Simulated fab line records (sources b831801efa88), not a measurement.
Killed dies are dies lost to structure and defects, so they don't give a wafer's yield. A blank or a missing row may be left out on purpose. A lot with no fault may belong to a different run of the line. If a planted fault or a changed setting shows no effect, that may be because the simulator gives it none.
Which tool was responsible? :: flow gf180mcu :: 6 lots, 18 wafers sampled, at 1 step of a route of 602

## WHAT THE GAUGES READ, wafer by wafer
GF_HV_LDD_OVL_MEAS_47.
lot: L590
measured: day 13 04:14
on: overlay-02
HV_LDD_03_OVL (nm): 4.4 4.0 3.8

lot: L592
measured: day 13 19:19
on: overlay-01
HV_LDD_03_OVL (nm): 3.0 2.7 1.8

lot: L595
measured: day 14 17:21
on: overlay-02
HV_LDD_03_OVL (nm): -0.4 -1.3 -0.2

lot: L600
measured: day 16 11:18
on: overlay-01
HV_LDD_03_OVL (nm): 3.1 0.2 1.0

lot: L606
measured: day 18 10:42
on: overlay-01
HV_LDD_03_OVL (nm): 2.3 3.3 0.8

lot: L609
measured: day 19 04:57
on: overlay-02
HV_LDD_03_OVL (nm): 4.8 2.7 4.1

## WHICH TOOL RAN EACH LOT (tool, then ch and the chambers of the sampled wafers, then the start)
The record holds no process step before these readings.

## THE ANSWER, worked out from the rows above alone
Rule: the lots themselves supply what counts as usual. The widest of any qualifying gaps counts: lots, ordered by their means at a reading, are off when they make up no more than a third of the lots, leave a main group of 4 or more, and stand apart from it by 3 or more times the standard deviation of that group's means. A main group whose means are all the same, to the digits that the tables above print for the reading, isn't used. A lot without any number at a reading at which 4 lots or more have one is off too. All remaining lots with rows at the step are treated as sound.
Across all readings shown, no lot is off: no conclusion can be drawn from this.

## WHAT WAS PUT IN BY THE SIMULATOR
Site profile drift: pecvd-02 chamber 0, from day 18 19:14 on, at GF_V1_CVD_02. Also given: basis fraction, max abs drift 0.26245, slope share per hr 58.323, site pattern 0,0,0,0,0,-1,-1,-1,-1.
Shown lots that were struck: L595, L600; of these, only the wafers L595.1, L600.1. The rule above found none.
